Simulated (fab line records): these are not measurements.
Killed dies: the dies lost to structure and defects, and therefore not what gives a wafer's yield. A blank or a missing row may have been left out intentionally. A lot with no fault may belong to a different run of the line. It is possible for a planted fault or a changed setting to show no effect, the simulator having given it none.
fab line records | flow gf180mcu
[record] lots = 24 wafers = 72 lastDay = 34
route steps=602 shown CONTACT@301 M3@415 V3@445 M4@457 V4@497 V5@555
lots that met no fault: taken from a fault-free run of the same line
startH: hours from the record's first day to the start of the lot's first wafer shown | waitH: hours elapsed since this lot's preceding step | " same as the row above | L1.1+2: a row that stands for several wafers | - no value, or no start given | * or withheld: withheld | < > ~ a bound
route shown NAME@n: a module of which the file shows steps, and the number in the route of the first | usual: mean/standard deviation taken from wafers without a fault | same: alike in all rows | chamber/n: place in a boat | sites: each site's reading | _std_site: the values' standard deviation | _edge_site: inner sites' mean taken away from outer sites' mean | radiusMm: for every site, how far away it sits from the centre of the wafer | mask NAME#n: copy n | behind: the most recent tool/chamber to have shaped the wafer | hold: what put the lot on hold/how long, in hours/how the hold closed | device: whichever transistor did not switch (one of n, p or np) | end of line: the tests these same wafers got at the end of their route | step lacking rows: just its recipe | killed: the dies lost at the first sort to structure and to defects; this is not the yield of the wafer | map: the dies of a wafer, with x for killed, . for not killed, _ for no die there
set.NAME: the run value of the setting; set.NAME@STEP: its run value at that earlier step | model.NAME: the simulator's own value behind a step, which no gauge read
the route's steps for a sample of lots (tables are steps, rows are wafers)
services: a tool's chamber out of use, with start hour (startH, from the record's first day; less than 0 if before it), hours out, and reason
[[steps]]
[step GF_CONTACT_CD_MEAS_14]
[recipe] targetCdNm = 220
[usual] cdNm = 220.4/1.3
// columns lot.wafer tool chamber startH waitH cdNm
L074.3 cdSem-02 - 366.75 0.1 219.1
L074.5 " - " " 220.9
L074.6 " - " " 220.5
L075.2 cdSem-02 - 373.33 0.1 219.9
L075.5 " - " " 221.1
L075.6 " - " " 221.5
L076.2 cdSem-02 - 374.74 0.1 220.9
L076.3 " - " " 220.0
L076.6 " - " " 219.6
L077.1 cdSem-01 - 385.53 0.1 221.0
L077.4 " - " " 221.2
L077.5 " - " " 220.6
L078.2 cdSem-02 - 389.85 0.1 223.3
L078.3 " - " " 222.5
L078.4 " - " " 221.1
L080.1 cdSem-02 - 420.60 0.1 219.8
L080.3 " - " " 219.3
L080.4 " - " " 219.4
L079.1 cdSem-02 - 421.12 0.1 220.3
L079.2 " - " " 220.0
L079.5 " - " " 220.9
L081.1 cdSem-01 - 426.80 0.1 218.5
L081.2 " - " " 219.2
L081.3 " - " " 218.9
L082.1 cdSem-02 - 431.30 0.1 221.9
L082.4 " - " " 222.0
L082.6 " - " " 220.7
L083.3 cdSem-02 - 450.81 0.1 217.1
L083.4 " - " " 219.1
L083.6 " - " " 218.7
L085.1 cdSem-02 - 457.13 0.1 219.8
L085.3 " - " " 221.9
L085.4 " - " " 220.9
L084.1 cdSem-02 - 458.65 0.1 219.2
L084.3 " - " " 218.5
L084.5 " - " " 219.6
L086.1 cdSem-01 - 465.82 0.1 221.0
L086.4 " - " " 221.0
L086.5 " - " " 222.5
L087.1 cdSem-01 - 467.90 0.1 218.8
L087.3 " - " " 220.5
L087.4 " - " " 221.9
L088.3 cdSem-01 - 489.62 0.1 221.0
L088.4 " - " " 219.8
L088.6 " - " " 220.3
L090.1 cdSem-02 - 504.80 0.1 218.6
L090.4 " - " " 219.4
L090.6 " - " " 219.3
L089.1 cdSem-01 - 505.62 0.1 221.1
L089.3 " - " " 219.6
L089.5 " - " " 220.2
L091.3 cdSem-02 - 523.91 0.1 218.8
L091.4 " - " " 219.1
L091.6 " - " " 220.0
L093.1 cdSem-02 - 525.65 0.1 221.6
L093.2 " - " " 220.8
L093.5 " - " " 223.1
L092.2 cdSem-01 - 527.14 0.1 219.2
L092.3 " - " " 220.1
L092.6 " - " " 219.8
L094.2 cdSem-01 - 549.05 0.1 221.6
L094.3 " - " " 220.4
L094.6 " - " " 221.3
L096.1 cdSem-01 - 552.65 0.1 222.6
L096.2 " - " " 221.3
L096.6 " - " " 222.2
L095.1 cdSem-01 - 554.66 0.2 221.3
L095.3 " - " " 222.1
L095.4 " - " " 222.7
L097.1 cdSem-02 - 562.93 0.1 220.4
L097.5 " - " " 219.4
L097.6 " - " " 218.4
[step GF_M3_THK_MEAS_06]
[recipe] thkMeasGauge = xrf reads = AlCu_of_M3_SPUTTER_02
[usual] M3_ALCU_THK = 443/5.6
// columns lot.wafer tool chamber startH waitH M3_ALCU_THK[nm]
L074.3 filmMetro-02 - 468.06 0.1 443
L074.5 " - " " 439
L074.6 " - " " 448
L075.2 filmMetro-01 - 476.05 0.1 438
L075.5 " - " " 435
L075.6 " - " " 440
L076.2 filmMetro-01 - 478.59 0.1 443
L076.3 " - " " 436
L076.6 " - " " 448
L077.1 filmMetro-02 - 489.43 0.1 442
L077.4 " - " " 449
L077.5 " - " " 441
L078.2 filmMetro-02 - 492.63 0.1 456
L078.3 " - " " 451
L078.4 " - " " 442
L080.1 filmMetro-04 - 524.72 0.1 450
L080.3 " - " " 446
L080.4 " - " " 444
L079.1 filmMetro-04 - 527.26 0.1 441
L079.2 " - " " 444
L079.5 " - " " 449
L081.1 filmMetro-02 - 530.19 0.1 444
L081.2 " - " " 448
L081.3 " - " " 446
L082.1 filmMetro-04 - 535.25 0.1 431
L082.4 " - " " 446
L082.6 " - " " 445
L083.3 filmMetro-04 - 552.75 0.1 441
L083.4 " - " " 437
L083.6 " - " " 442
L085.1 filmMetro-01 - 558.86 0.1 450
L085.3 " - " " 450
L085.4 " - " " 448
L084.1 filmMetro-01 - 560.28 0.1 444
L084.3 " - " " 443
L084.5 " - " " 442
L086.1 filmMetro-02 - 564.65 0.1 447
L086.4 " - " " 446
L086.5 " - " " 447
L087.1 filmMetro-04 - 568.15 0.1 441
L087.3 " - " " 443
L087.4 " - " " 442
L088.3 filmMetro-01 - 586.35 0.1 438
L088.4 " - " " 427
L088.6 " - " " 437
L090.1 filmMetro-01 - 602.20 0.1 437
L090.4 " - " " 441
L090.6 " - " " 436
L089.1 filmMetro-04 - 603.40 0.1 452
L089.3 " - " " 451
L089.5 " - " " 446
L091.3 filmMetro-04 - 618.84 0.1 442
L091.4 " - " " 452
L091.6 " - " " 450
L092.2 filmMetro-01 - 619.83 0.1 442
L092.3 " - " " 442
L092.6 " - " " 442
L093.1 filmMetro-01 - 620.36 0.1 445
L093.2 " - " " 442
L093.5 " - " " 442
L094.2 filmMetro-02 - 640.96 0.1 451
L094.3 " - " " 447
L094.6 " - " " 450
L096.1 filmMetro-01 - 646.26 0.1 441
L096.2 " - " " 440
L096.6 " - " " 438
L095.1 filmMetro-01 - 647.04 0.1 432
L095.3 " - " " 424
L095.4 " - " " 428
L097.1 filmMetro-04 - 652.46 0.1 441
L097.5 " - " " 443
L097.6 " - " " 450
[step GF_V3_ETCH_16]
[recipe] chemistry = N2/H2 targetDepthA = withheld overetchA = withheld timeS = withheld target = BARC ionEnergyEv = 200 sourceW = 500 biasW = 100 pressureMtorr = 30 n2FlowSccm = 100 h2FlowSccm = 200
[usual] drypumpMotorCurrentA = 5.8/0.37 oesProductAu = 0.855/0.0047 throttleValvePct = 13.225/0.0098
// columns lot.wafer tool chamber startH waitH drypumpMotorCurrentA oesProductAu throttleValvePct
L074.3 rieDiel-03 2 517.63 0.0 5.8 0.854 13.224
L074.5 " 3 " " 6.2 0.856 13.211
L074.6 " 0 " " 6.3 0.856 13.229
L075.2 rieDiel-04 2 524.38 0.0 6.3 0.855 13.219
L075.5 " 1 " " 5.6 0.851 13.222
L075.6 " 0 " " 5.8 0.851 13.225
L076.2 rieDiel-02 0 527.09 0.0 5.5 0.853 13.214
L076.3 " 1 " " 5.0 0.846 13.226
L076.6 " 2 " " 5.7 0.855 13.204
L077.1 rieDiel-04 3 536.54 0.0 5.7 0.854 13.235
L077.4 " 2 " " 6.3 0.862 13.228
L077.5 " 3 " " 5.7 0.856 13.244
L078.2 rieDiel-03 3 540.29 0.0 6.2 0.858 13.215
L078.3 " 2 " " 5.8 0.849 13.207
L078.4 " 0 " " 6.3 0.855 13.222
L080.1 rieDiel-02 1 570.98 0.0 5.0 0.855 13.217
L080.3 " 0 " " 5.5 0.864 13.213
L080.4 " 2 " " 5.7 0.864 13.219
L079.1 rieDiel-03 0 573.29 0.0 6.3 0.852 13.223
L079.2 " 3 " " 6.2 0.851 13.212
L079.5 " 1 " " 5.5 0.850 13.223
L081.1 rieDiel-03 0 575.93 0.0 6.3 0.857 13.213
L081.2 " 3 " " 6.2 0.854 13.223
L081.3 " 1 " " 5.4 0.869 13.241
L082.1 rieDiel-04 2 580.73 0.0 6.3 0.854 13.216
L082.4 " 1 " " 5.6 0.853 13.243
L082.6 " 0 " " 5.8 0.856 13.216
L083.3 rieDiel-02 3 597.23 0.0 5.7 0.855 13.233
L083.4 " 0 " " 5.5 0.853 13.221
L083.6 " 1 " " 5.0 0.856 13.228
L085.1 rieDiel-04 0 603.03 0.0 5.8 0.860 13.231
L085.3 " 3 " " 5.7 0.860 13.221
L085.4 " 1 " " 5.6 0.846 13.219
L084.1 rieDiel-02 0 604.72 0.0 5.5 0.861 13.241
L084.3 " 2 " " 5.7 0.854 13.225
L084.5 " 3 " " 5.7 0.856 13.234
L086.1 rieDiel-04 2 608.29 0.0 6.3 0.860 13.212
L086.4 " 0 " " 5.8 0.861 13.217
L086.5 " 0 " " 5.8 0.861 13.214
L087.1 rieDiel-03 2 611.13 0.0 5.8 0.860 13.223
L087.3 " 0 " " 6.3 0.853 13.224
L087.4 " 1 " " 5.4 0.855 13.241
L088.3 rieDiel-04 2 628.24 0.0 6.3 0.851 13.230
L088.4 " 1 " " 5.6 0.858 13.216
L088.6 " 2 " " 6.3 0.852 13.228
L090.1 rieDiel-02 0 642.69 0.0 5.5 0.852 13.217
L090.4 " 3 " " 5.7 0.853 13.208
L090.6 " 3 " " 5.7 0.850 13.235
L089.1 rieDiel-03 1 645.68 0.0 5.5 0.854 13.229
L089.3 " 2 " " 5.8 0.857 13.229
L089.5 " 1 " " 5.4 0.851 13.212
L091.3 rieDiel-04 3 659.88 0.0 5.7 0.855 13.230
L091.4 " 1 " " 5.6 0.847 13.227
L091.6 " 2 " " 6.3 0.856 13.216
L092.2 rieDiel-03 0 660.89 0.0 6.3 0.860 13.212
L092.3 " 3 " " 6.2 0.857 13.219
L092.6 " 3 " " 6.2 0.859 13.244
L093.1 rieDiel-04 1 661.24 0.0 5.6 0.855 13.230
L093.2 " 2 " " 6.3 0.858 13.223
L093.5 " 1 " " 5.6 0.852 13.225
L094.2 rieDiel-04 2 681.03 0.0 6.3 0.858 13.204
L094.3 " 3 " " 5.7 0.857 13.232
L094.6 " 1 " " 5.6 0.855 13.222
L096.1 rieDiel-03 1 686.03 0.0 5.4 0.850 13.222
L096.2 " 3 " " 6.2 0.853 13.231
L096.6 " 3 " " 6.2 0.852 13.235
L095.1 rieDiel-02 1 686.38 0.0 5.0 0.867 13.215
L095.3 " 0 " " 5.5 0.860 13.235
L095.4 " 3 " " 5.8 0.862 13.230
L097.1 rieDiel-03 1 691.83 0.0 5.4 0.853 13.225
L097.5 " 2 " " 5.8 0.864 13.225
L097.6 " 3 " " 6.2 0.852 13.220
[step GF_M4_SPUTTER_01]
[recipe] material = TiN targetThkNm = 30 powerW = 6500 timeS = 25 chamberPressurePa = 0.4
[usual] throttleValvePct = 30.3/1.2
// columns lot.wafer tool chamber startH waitH throttleValvePct
L074.3 pvdSputter-01 - 519.08 0.1 29.4
L074.5 " - " " 29.6
L074.6 " - " " 29.7
L075.2 pvdSputter-02 - 525.88 0.1 30.2
L075.5 " - " " 30.3
L075.6 " - " " 29.0
L076.2 pvdSputter-01 - 528.54 0.1 29.9
L076.3 " - " " 30.8
L076.6 " - " " 29.7
L077.1 pvdSputter-03 - 537.99 0.1 28.8
L077.4 " - " " 32.1
L077.5 " - " " 31.3
L078.2 pvdSputter-02 - 541.74 0.1 28.4
L078.3 " - " " 30.3
L078.4 " - " " 30.0
L080.1 pvdSputter-02 - 572.55 0.1 28.7
L080.3 " - " " 28.6
L080.4 " - " " 29.9
L079.1 pvdSputter-01 - 574.78 0.1 30.2
L079.2 " - " " 29.5
L079.5 " - " " 29.7
L081.1 pvdSputter-02 - 577.41 0.1 28.9
L081.2 " - " " 30.4
L081.3 " - " " 28.9
L082.1 pvdSputter-03 - 582.25 0.1 31.5
L082.4 " - " " 32.1
L082.6 " - " " 31.9
L083.3 pvdSputter-01 - 598.79 0.1 30.4
L083.4 " - " " 29.3
L083.6 " - " " 29.8
L085.1 pvdSputter-03 - 604.52 0.1 32.4
L085.3 " - " " 31.9
L085.4 " - " " 31.6
L084.1 pvdSputter-03 - 606.17 0.1 29.1
L084.3 " - " " 32.1
L084.5 " - " " 31.9
L086.1 pvdSputter-03 - 609.77 0.1 31.2
L086.4 " - " " 31.5
L086.5 " - " " 32.1
L087.1 pvdSputter-02 - 612.58 0.1 30.1
L087.3 " - " " 30.1
L087.4 " - " " 28.8
L088.3 pvdSputter-03 - 629.69 0.1 31.5
L088.4 " - " " 28.7
L088.6 " - " " 31.6
L090.1 pvdSputter-03 - 645.42 0.1 28.6
L090.4 " - " " 31.9
L090.6 " - " " 28.8
L089.1 pvdSputter-02 - 647.14 0.1 29.1
L089.3 " - " " 28.6
L089.5 " - " " 30.3
L091.3 pvdSputter-02 - 661.56 0.1 28.6
L091.4 " - " " 30.6
L091.6 " - " " 28.9
L092.2 pvdSputter-02 - 662.46 0.1 28.7
L092.3 " - " " 28.8
L092.6 " - " " 28.6
L093.1 pvdSputter-03 - 662.76 0.1 31.7
L093.2 " - " " 32.2
L093.5 " - " " 32.2
L094.2 pvdSputter-03 - 682.49 0.1 28.9
L094.3 " - " " 32.2
L094.6 " - " " 32.1
L096.1 pvdSputter-02 - 687.49 0.1 30.0
L096.2 " - " " 29.0
L096.6 " - " " 30.4
L095.1 pvdSputter-03 - 687.87 0.1 32.1
L095.3 " - " " 31.5
L095.4 " - " " 29.0
L097.1 pvdSputter-02 - 693.31 0.1 28.6
L097.5 " - " " 29.1
L097.6 " - " " 30.2
[step GF_V4_SPUTTER_21]
[recipe] material = Ti targetThkNm = 15 chamberPressurePa = 5 powerW = 2500 substrateTempC = 200 timeS = 80.02
[usual] throttleValvePct = 30.2/1.1
// columns lot.wafer tool chamber startH waitH throttleValvePct
L074.3 pvdSputter-04 - 565.88 0.0 29.0
L074.5 " - " " 30.4
L074.6 " - " " 28.9
L075.2 pvdSputter-03 - 572.85 0.0 32.2
L075.5 " - " " 31.3
L075.6 " - " " 28.9
L076.2 pvdSputter-04 - 575.20 0.0 29.2
L076.3 " - " " 29.0
L076.6 " - " " 29.3
L077.1 pvdSputter-04 - 584.20 0.0 30.2
L077.4 " - " " 29.2
L077.5 " - " " 30.3
L078.2 pvdSputter-03 - 586.87 0.0 31.5
L078.3 " - " " 29.0
L078.4 " - " " 31.8
L080.1 pvdSputter-04 - 617.30 0.0 30.4
L080.3 " - " " 29.2
L080.4 " - " " 30.4
L079.1 pvdSputter-01 - 618.37 0.0 29.5
L079.2 " - " " 29.2
L079.5 " - " " 30.5
L081.1 pvdSputter-04 - 622.15 0.0 30.2
L081.2 " - " " 29.2
L081.3 " - " " 29.2
L082.1 pvdSputter-04 - 627.32 0.0 29.1
L082.4 " - " " 29.1
L082.6 " - " " 29.1
L083.3 pvdSputter-04 - 643.27 0.0 29.0
L083.4 " - " " 29.1
L083.6 " - " " 29.1
L085.1 pvdSputter-04 - 647.09 0.0 29.1
L085.3 " - " " 29.1
L085.4 " - " " 30.3
L084.1 pvdSputter-03 - 649.50 0.0 32.3
L084.3 " - " " 32.0
L084.5 " - " " 32.1
L086.1 pvdSputter-01 - 653.37 0.0 30.1
L086.4 " - " " 29.4
L086.5 " - " " 29.6
L087.1 pvdSputter-03 - 654.62 0.0 31.3
L087.3 " - " " 31.8
L087.4 " - " " 31.8
L088.3 pvdSputter-03 - 670.75 0.0 32.3
L088.4 " - " " 31.3
L088.6 " - " " 31.5
L090.1 pvdSputter-03 - 686.17 0.0 32.0
L090.4 " - " " 31.8
L090.6 " - " " 31.9
L089.1 pvdSputter-04 - 687.55 0.0 30.3
L089.3 " - " " 29.2
L089.5 " - " " 30.2
L091.3 pvdSputter-01 - 701.22 0.0 29.9
L091.4 " - " " 30.3
L091.6 " - " " 29.9
L092.2 pvdSputter-01 - 702.69 0.0 29.6
L092.3 " - " " 30.5
L092.6 " - " " 29.9
L093.1 pvdSputter-03 - 702.99 0.0 31.3
L093.2 " - " " 28.5
L093.5 " - " " 32.1
L094.2 pvdSputter-01 - 721.54 0.0 29.4
L094.3 " - " " 30.4
L094.6 " - " " 30.4
L096.1 pvdSputter-01 - 726.29 0.0 30.6
L096.2 " - " " 29.8
L096.6 " - " " 29.7
L095.1 pvdSputter-04 - 726.49 0.0 30.5
L095.3 " - " " 30.4
L095.4 " - " " 29.0
L097.1 pvdSputter-01 - 731.42 0.0 29.5
L097.5 " - " " 30.0
L097.6 " - " " 29.8
[step GF_V5_OVL_MEAS_15]
[usual] V5_OVL = 0/5.1
// columns lot.wafer tool chamber startH waitH V5_OVL[nm]
L074.3 overlay-02 - 631.46 0.1 -6
L074.5 " - " " 2
L074.6 " - " " -2
L075.2 overlay-02 - 637.53 0.1 3
L075.5 " - " " -8
L075.6 " - " " -3
L076.2 overlay-02 - 640.51 0.1 4
L076.3 " - " " 6
L076.6 " - " " -6
L077.1 overlay-02 - 647.84 0.1 -8
L077.4 " - " " 2
L077.5 " - " " -8
L078.2 overlay-01 - 651.11 0.1 -3
L078.3 " - " " -2
L078.4 " - " " 0
L080.1 overlay-01 - 678.54 0.1 -11
L080.3 " - " " 2
L080.4 " - " " 0
L079.1 overlay-01 - 680.35 0.1 0
L079.2 " - " " -2
L079.5 " - " " -1
L081.1 overlay-02 - 683.72 0.1 -5
L081.2 " - " " 9
L081.3 " - " " 2
L082.1 overlay-02 - 688.99 0.1 7
L082.4 " - " " 6
L082.6 " - " " -3
L083.3 overlay-01 - 703.48 0.1 -2
L083.4 " - " " 1
L083.6 " - " " 1
L085.1 overlay-02 - 707.20 0.1 0
L085.3 " - " " 4
L085.4 " - " " -1
L084.1 overlay-02 - 708.64 0.1 0
L084.3 " - " " 0
L084.5 " - " " 2
L086.1 overlay-01 - 711.92 0.1 13
L086.4 " - " " 7
L086.5 " - " " 1
L087.1 overlay-02 - 712.75 0.1 -3
L087.3 " - " " -1
L087.4 " - " " -5
L088.3 overlay-01 - 729.61 0.1 -1
L088.4 " - " " -2
L088.6 " - " " -2
L090.1 overlay-01 - 741.99 0.1 -4
L090.4 " - " " -2
L090.6 " - " " 1
L089.1 overlay-01 - 744.60 0.1 -3
L089.3 " - " " 9
L089.5 " - " " 7
L091.3 overlay-01 - 755.91 0.1 5
L091.4 " - " " 5
L091.6 " - " " 0
L092.2 overlay-02 - 757.00 0.1 -5
L092.3 " - " " -9
L092.6 " - " " -10
L093.1 overlay-02 - 757.32 0.1 -2
L093.2 " - " " 6
L093.5 " - " " -5
L094.2 overlay-02 - 773.51 0.1 6
L094.3 " - " " 0
L094.6 " - " " 15
L096.1 overlay-02 - 778.64 0.1 5
L096.2 " - " " 9
L096.6 " - " " 4
L095.1 overlay-02 - 780.35 0.1 -3
L095.3 " - " " -2
L095.4 " - " " 2
L097.1 overlay-02 - 783.15 0.1 -2
L097.5 " - " " 0
L097.6 " - " " 1
[[services]]
// columns tool chamber startH hours kind
rieDiel-04 1 503.46 6.6 repair
rieDiel-03 1 531.92 6.1 repair
pvdSputter-02 - 546.47 0.5 repair
rieDiel-03 2 551.25 23.6 repair
pvdSputter-02 - 559.22 5.7 repair
rieDiel-04 3 571.08 2.5 repair
rieDiel-02 1 574.00 18.3 repair
rieDiel-04 - 574.67 2.8 pm
pvdSputter-02 - 579.01 2.2 repair
pvdSputter-01 - 584.12 4.6 repair
rieDiel-04 0 626.39 109.5 repair
pvdSputter-03 - 635.64 3.7 repair
rieDiel-03 0 638.34 12.6 repair
pvdSputter-03 2 648.16 - consumableReplace:kit
pvdSputter-03 2 648.16 18.0 scheduledDown
pvdSputter-03 2 648.16 18.0 ventCycle
rieDiel-02 - 660.21 1.1 repair
rieDiel-02 1 662.57 3.8 repair
rieDiel-02 0 669.40 1.4 repair
pvdSputter-02 - 670.83 13.1 repair
pvdSputter-04 - 679.23 3.7 repair
pvdSputter-03 1 703.91 - consumableReplace:kit
pvdSputter-03 1 703.91 18.0 scheduledDown
pvdSputter-03 1 703.91 18.0 ventCycle
[[key]]
fault none
